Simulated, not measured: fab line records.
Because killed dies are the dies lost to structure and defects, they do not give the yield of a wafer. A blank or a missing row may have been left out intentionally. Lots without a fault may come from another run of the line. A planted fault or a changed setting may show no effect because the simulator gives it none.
One fault through the eyes of 2 desks    flow gf180mcu    every desk sees just its own numbers, and what lay behind them comes last

AT THE METROLOGY DESK
What the gauges read, lot by lot, whatever tool the lot ran on: means of the sampled wafers that have a number. A lot is out of limits, marked OUT, if its mean lies more than 4 standard deviations from the usual mean; the brackets give that distance.
Columns: A = V1_BOW at GF_V1_BOW_MEAS_05, usual 82 um; B = cd-nm at GF_V1_CD_MEAS_14, usual 259.6 nm; C = V1_OVL at GF_V1_OVL_MEAS_15, usual -1 nm
lot   first seen here  A   B      C
L864  day 18 08:35     88  262.2  -2
L875  day 22 00:46     76  260.9  -4
L877  day 22 17:09     79  260.6  0
L878  day 22 20:50     89  259.9  2
L881  day 23 23:04     85  257.8  -2
L883  day 24 15:53     72  257.4  3
This desk's verdict: no lot among the 6 shows anything out of limits.

FOR THE TOOL OWNER'S DESK: rie-diel-03
The tool's own readings at GF_V1_ETCH_16 (etches BARC in N2/H2): means of the sampled wafers that have a number, for each lot that ran on this tool. A lot is out of limits, marked OUT, if its mean lies more than 4 standard deviations from the usual mean; the brackets give that distance.
Columns: A = drypump-motor-current-A at GF_V1_ETCH_16, usual 5.7 A; B = h2-flow-sccm at GF_V1_ETCH_16, usual 200.0 sccm; C = oes-product-au at GF_V1_ETCH_16, usual 0.857 a.u.; D = throttle-valve-pct at GF_V1_ETCH_16, usual 13.225 %
lot   first seen here  A    B      C                D
L875  day 22 23:30     5.5  200.3  0.856            13.222
L878  day 23 19:18     5.7  200.1  0.796 (-13) OUT  13.222
L881  day 24 21:11     5.5  200.0  0.797 (-12) OUT  13.222
This desk's finding: out of limits on L878, L881; first on L878, day 23 19:18 (oes-product-au at GF_V1_ETCH_16). L875 stayed within limits.

BROUGHT TOGETHER
At day 23 19:18, on L878, L881, the tool owner's desk was in a position to raise an alarm.
Metrology desk: nothing out of limits seen.
The metrology desk has L878, L881 on record, within its limits.
GF_V1_ETCH_16 was run on rie-diel-03 by each of the lots named.

WHAT WAS PUT IN BY THE SIMULATOR
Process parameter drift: rie-diel-03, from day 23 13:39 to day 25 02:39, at GF_V1_ETCH_16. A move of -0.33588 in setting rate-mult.
Shown lots that were struck: L878, L881.
Delay in hours, fault start to first out-of-limits reading, by desk: the tool owner's desk at 6.
